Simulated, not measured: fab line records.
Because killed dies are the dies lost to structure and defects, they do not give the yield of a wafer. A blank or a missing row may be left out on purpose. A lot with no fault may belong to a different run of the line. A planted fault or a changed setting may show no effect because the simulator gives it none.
A lot that was struck, set against a sound lot / flow sky130 / 32 out of 708 route steps
Sound: the wafers L141.1, L141.2, L141.4. Struck: wafer L159.4 (left out: L159.1, L159.5 of the same lot, which were not struck); the cause appears at the end.
Per side, at each step with rows, come the tool, then ch with its chambers, and then its first start. Under that, the readings that differ: sound wafers / struck wafers / difference of the means / sigmas: that difference in standard deviations of wafers without a fault.
alike: readings with means less than 2 such deviations apart, plus words and numbers identical on both sides. not compared: withheld readings, readings lacking a value on some wafer, bounds such as >300 that could conceal the same value, and numbers that have no deviation in the record and whose values overlap.
A row with sigmas, a row that says differs or no value, or rows on one side alone: a step with any of these is where the two part. When numbers do not overlap yet have no deviation, they are printed without sigmas and do not part them. Lack of a reading on every wafer of one side parts them only where that side has two or more wafers.

SKY_VIA1_ETCH_15: etches SiO2 in C4F8/O2/Ar, stops on TiN, target depth 351 nm, time 54 s.
  sound on rie-diel-02 ch 0,1, day 33 08:20; struck on rie-diel-04 ch 3, day 39 08:43
  alike: oes-product-au
  not compared: rf-hours-counter-h
then, 6 steps without rows for these wafers: SKY_VIA1_STRIP_16 (strips in O2/N2); SKY_VIA1_STRIP_17 (strips in post etch residue remover, time 1200 s); SKY_VIA1_CLEAN_18 (cleans in IPA, time 180 s); SKY_VIA1_CLEAN_19 (cleans in O3/DIW); SKY_VIA1_SPUTTER_20 (material TiN, target thk 20 nm, time 80 s); SKY_VIA1_CVD_21 (deposits W, target thk 270 nm, time 80.902 s).
SKY_VIA1_RS_MEAS_22: uses a four-point probe to measure.
  sound on film-metro-02, day 33 09:08; struck on film-metro-02, day 39 09:30
  alike: VIA1_W_RS
SKY_VIA1_THK_MEAS_23: measures by xrf.
  sound on film-metro-02, day 33 09:16; struck on film-metro-02, day 39 09:37
  alike: VIA1_W_THK
then, 1 step without rows for these wafers: SKY_VIA1_CMP_24 (polishes, stops on SiO2, t overpolish 15 s, target thk 0 nm).
SKY_METAL2_SPUTTER_00: material Ti, target thk 15 nm, time 10 s.
  sound on pvd-sputter-03, day 33 09:37; struck on pvd-sputter-03, day 39 09:59
  alike: throttle-valve-pct
then, 1 step without rows for these wafers: SKY_METAL2_SPUTTER_01 (material TiN, target thk 20 nm, time 16.7 s).
SKY_METAL2_SPUTTER_02: material AlCu, target thk 250 nm, time 13.3 s.
  sound on pvd-sputter-03, day 33 09:40; struck on pvd-sputter-03, day 39 10:02
reading=model.AlCu_of_METAL2_SPUTTER_02.thk-nm (nm); sound=245.8 247 248; struck=381.1; difference=+134.2; sigmas=
  alike: throttle-valve-pct
SKY_METAL2_SPUTTER_03: material Ti, target thk 5 nm, time 3.3 s.
  sound on pvd-sputter-03, day 33 09:41; struck on pvd-sputter-03, day 39 10:03
  alike: throttle-valve-pct
SKY_METAL2_SPUTTER_04: material TiN, target thk 70 nm, time 55.52 s.
  sound on pvd-sputter-03, day 33 09:43; struck on pvd-sputter-03, day 39 10:04
  alike: throttle-valve-pct
SKY_METAL2_RS_MEAS_05: uses a four-point probe to measure.
  sound on film-metro-04, day 33 09:46; struck on film-metro-03, day 39 10:07
reading=METAL2_ALCU_RS (ohm/sq); sound=0.1288 0.1281 0.1275; struck=0.0825; difference=-0.0456; sigmas=-38
SKY_METAL2_THK_MEAS_06: measures by xrf.
  sound on film-metro-04, day 33 09:53; struck on film-metro-03, day 39 10:14
reading=METAL2_ALCU_THK (nm); sound=250.8 251.3 253.0; struck=382.3; difference=+130.6; sigmas=+48
then, 8 steps without rows for these wafers: SKY_METAL2_DEHYDRATE_07 (time 60 s); SKY_METAL2_HMDS_08 (prime time 60 s); SKY_METAL2_COAT_09 (resist thk 60 nm); SKY_METAL2_COAT_10 (resist thk 450 nm); SKY_METAL2_SOFTBAKE_11 (time 90 s); SKY_METAL2_EXPOSE_12 (exposes mask MM2, target cd 140 nm); SKY_METAL2_PEB_13; SKY_METAL2_DEVELOP_14 (develop time 60 s).
SKY_METAL2_CD_MEAS_15 targets a cd of 140 nm.
  sound on cd-sem-02, day 34 12:59; struck on cd-sem-01, day 40 09:56
  alike: cd-nm
SKY_METAL2_OVL_MEAS_16:
  sound on overlay-02, day 34 13:06; struck on overlay-02, day 40 10:03
  alike: METAL2_OVL
SKY_METAL2_DESCUM_17: chemistry O2, time 8 s.
  sound on rie-metal-02 ch 0,1, day 34 13:08; struck on rie-metal-04 ch 0, day 40 10:05
  alike: drypump-motor-current-A, oes-product-au
  not compared: rf-hours-counter-h
then, 1 step without rows for these wafers: SKY_METAL2_ETCH_18 (etches BARC in N2/H2, stops on SiO2, time 45.9 s, target depth 60 nm).
SKY_METAL2_METAL_ETCH_19: etches the open film in Cl2/BCl3, stops on SiO2, target depth 360 nm, time 78 s.
  sound on rie-metal-02 ch 0,1, day 34 13:14; struck on rie-metal-04 ch 0, day 40 10:11
reading=oes-product-au (a.u.); sound=0.842 0.855 0.843; struck=0.985; difference=+0.138; sigmas=+23
  alike: drypump-motor-current-A, throttle-valve-pct
  not compared: rf-hours-counter-h
then, 1 step without rows for these wafers: SKY_METAL2_STRIP_20 (strips in O2/N2).
-- the record jumps here: 9 days lie between the struck wafers' starts before and after (it left off in module METAL2 and takes up again in module PAD_OPEN, whose first step shown is number 708 of the route) --
SKY_PAD_OPEN_PROBE_99:
  the record has rows for the struck wafers here (prober-01, day 49 17:32) and none for the sound ones

== WHERE THEY PART ==
At SKY_METAL2_RS_MEAS_05 first; at SKY_PAD_OPEN_PROBE_99 last (within this record only).

WHY: what the simulator had put in
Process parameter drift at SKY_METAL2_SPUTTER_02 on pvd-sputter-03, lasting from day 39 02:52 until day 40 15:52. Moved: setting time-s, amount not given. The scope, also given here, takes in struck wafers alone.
